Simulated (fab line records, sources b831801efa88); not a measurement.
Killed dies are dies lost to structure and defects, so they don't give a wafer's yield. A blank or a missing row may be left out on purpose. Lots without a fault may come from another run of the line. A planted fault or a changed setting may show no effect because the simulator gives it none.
Which tool did it? | flow sky130 | 24 lots, 72 wafers sampled, at 3 steps of a route of 708

WHAT THE GAUGES READ, wafer by wafer
SKY_CONTACT_RS_MEAS_25: measures by four-point-probe. Usual: CONTACT_W_RS 0.337 ohm/sq, standard deviation 0.0038.
lot  | measured     | on            | CONTACT_W_RS (ohm/sq) | flag
L074 | day 31 21:05 | film_metro-04 | 0.335 0.333 0.332     |
L075 | day 32 03:35 | film_metro-03 | 0.336 0.336 0.337     |
L076 | day 32 07:51 | film_metro-01 | 0.337 0.333 0.332     |
L077 | day 32 14:38 | film_metro-01 | 0.341 0.341 0.338     |
L078 | day 32 21:35 | film_metro-03 | 0.345 0.339 0.342     |
L079 | day 33 05:41 | film_metro-03 | 0.344 0.336 0.341     |
L080 | day 33 14:34 | film_metro-03 | 0.333 0.341 0.335     |
L081 | day 34 10:51 | film_metro-03 | 0.339 0.340 0.338     |
L082 | day 34 13:00 | film_metro-04 | 0.345 0.340 0.345     |
L083 | day 34 13:51 | film_metro-03 | 0.335 0.338 0.340     |
L084 | day 34 17:05 | film_metro-03 | 0.333 0.336 0.337     |
L085 | day 35 04:26 | film_metro-04 | 0.332 0.332 0.339     |
L086 | day 35 13:55 | film_metro-04 | 0.332 0.335 0.335     |
L087 | day 36 01:20 | film_metro-01 | 0.335 0.336 0.332     |
L088 | day 36 04:17 | film_metro-04 | 0.336 0.336 0.336     |
L089 | day 36 10:03 | film_metro-01 | 0.338 0.340 0.338     |
L090 | day 36 17:26 | film_metro-03 | 0.341 0.344 0.339     |
L091 | day 37 04:13 | film_metro-04 | 0.338 0.336 0.337     |
L092 | day 37 10:28 | film_metro-03 | 0.334 0.335 0.334     |
L093 | day 37 12:31 | film_metro-01 | 0.333 0.335 0.335     |
L094 | day 37 22:10 | film_metro-03 | 0.342 0.343 0.346     |
L095 | day 38 07:13 | film_metro-04 | 0.334 0.337 0.332     |
L096 | day 38 12:01 | film_metro-03 | 0.330 0.334 0.334     |
L097 | day 38 18:17 | film_metro-01 | 0.344 0.341 0.342     |

SKY_METAL1_OVL_MEAS_16. Usual: METAL1_OVL 1 nm, standard deviation 6.7.
lot  | measured     | on         | METAL1_OVL (nm) | flag
L074 | day 33 00:29 | overlay-02 | -12 -15 -8      |
L075 | day 33 06:19 | overlay-02 | -1 3 5          |
L076 | day 33 10:28 | overlay-02 | 4 -1 6          |
L077 | day 33 17:19 | overlay-02 | -4 0 2          |
L078 | day 34 00:52 | overlay-02 | -2 6 2          |
L079 | day 34 09:16 | overlay-02 | 3 -9 -1         |
L080 | day 34 18:10 | overlay-02 | -6 -4 -11       |
L081 | day 35 13:58 | overlay-02 | 4 0 15          |
L082 | day 35 16:07 | overlay-01 | 5 -2 3          |
L083 | day 35 17:13 | overlay-01 | 3 1 -2          |
L084 | day 35 20:04 | overlay-02 | 12 13 15        |
L085 | day 36 07:52 | overlay-01 | -1 0 -2         |
L086 | day 36 16:58 | overlay-02 | -5 -7 8         |
L087 | day 37 04:37 | overlay-01 | -11 -7 -5       |
L088 | day 37 06:22 | overlay-02 | -2 7 7          |
L089 | day 37 13:01 | overlay-02 | 8 8 12          |
L090 | day 37 19:55 | overlay-01 | -2 8 -8         |
L091 | day 38 06:58 | overlay-01 | 2 -3 6          |
L092 | day 38 13:16 | overlay-02 | 12 1 -1         |
L093 | day 38 15:07 | overlay-02 | -1 6 -6         |
L094 | day 39 00:04 | overlay-01 | 0 7 11          |
L095 | day 39 09:22 | overlay-02 | 7 11 14         |
L096 | day 39 14:31 | overlay-01 | -2 -3 7         |
L097 | day 39 20:07 | overlay-02 | -7 -13 2        |

SKY_METAL2_CD_MEAS_15: target cd 140 nm. Usual: cd_nm 139.6 nm, standard deviation 1.6.
lot  | measured     | on        | cd_nm (nm)        | flag
L074 | day 35 09:01 | cd_sem-01 | 143.4 142.3 142.1 |
L075 | day 35 13:49 | cd_sem-02 | 138.4 138.0 136.9 |
L076 | day 35 19:15 | cd_sem-01 | 141.3 140.2 139.8 |
L077 | day 36 00:58 | cd_sem-02 | 138.2 138.3 138.2 |
L078 | day 36 09:11 | cd_sem-01 | 139.7 139.4 140.0 |
L079 | day 36 17:13 | cd_sem-02 | 137.4 138.5 137.5 |
L080 | day 37 02:08 | cd_sem-01 | 139.7 139.1 139.9 |
L081 | day 37 22:02 | cd_sem-02 | 137.4 137.1 139.1 |
L082 | day 38 00:09 | cd_sem-01 | 137.9 136.8 139.0 |
L083 | day 38 00:36 | cd_sem-01 | 139.7 139.2 139.1 |
L084 | day 38 03:51 | cd_sem-01 | 141.3 140.5 138.3 |
L085 | day 38 13:29 | cd_sem-01 | 140.9 141.7 143.2 |
L086 | day 38 22:30 | cd_sem-01 | 137.3 138.1 138.6 |
L087 | day 39 10:48 | cd_sem-01 | 140.4 140.1 140.7 |
L088 | day 39 11:27 | cd_sem-02 | 138.5 138.4 138.8 |
L089 | day 39 19:21 | cd_sem-02 | 140.7 140.0 139.6 |
L090 | day 39 23:50 | cd_sem-02 | 141.0 140.8 140.2 |
L091 | day 40 11:06 | cd_sem-01 | 140.5 141.1 141.8 |
L092 | day 40 17:19 | cd_sem-02 | 140.2 143.1 141.7 |
L093 | day 40 19:26 | cd_sem-01 | 137.5 139.2 138.7 |
L094 | day 41 03:31 | cd_sem-02 | 140.4 141.4 139.3 |
L095 | day 41 12:29 | cd_sem-01 | 140.5 139.9 139.1 |
L096 | day 41 17:31 | cd_sem-02 | 141.3 138.9 137.3 |
L097 | day 41 23:38 | cd_sem-01 | 141.0 140.6 142.6 |

WHICH TOOL RAN EACH LOT (tool, then ch and the chambers of the sampled wafers, then the start)
The record holds no process step before these readings.

WHAT THE TOOLS THEMSELVES READ (means of the sampled wafers that have a number; where no wafer has one, the mark that the record gives instead)
The record holds no such reading with a usual standard deviation.

THE ANSWER, worked out from the rows above alone
Rule: a lot is off if the mean of its wafers that have a number lies more than 3 standard deviations from the usual mean. A lot without any number at a reading at which 4 lots or more have one is off too. The other lots that the step has rows for count as sound. The gauges are gone through in route order, then the tools' own readings, and for those a lot's mean is taken as printed above. The first step at which some lot is off is used, and at that step the reading that is off furthest; a lot without a number counts as furthest.
No lot is off at any reading shown: from this, nothing can be told.

WHAT THE SIMULATOR HAD PUT IN
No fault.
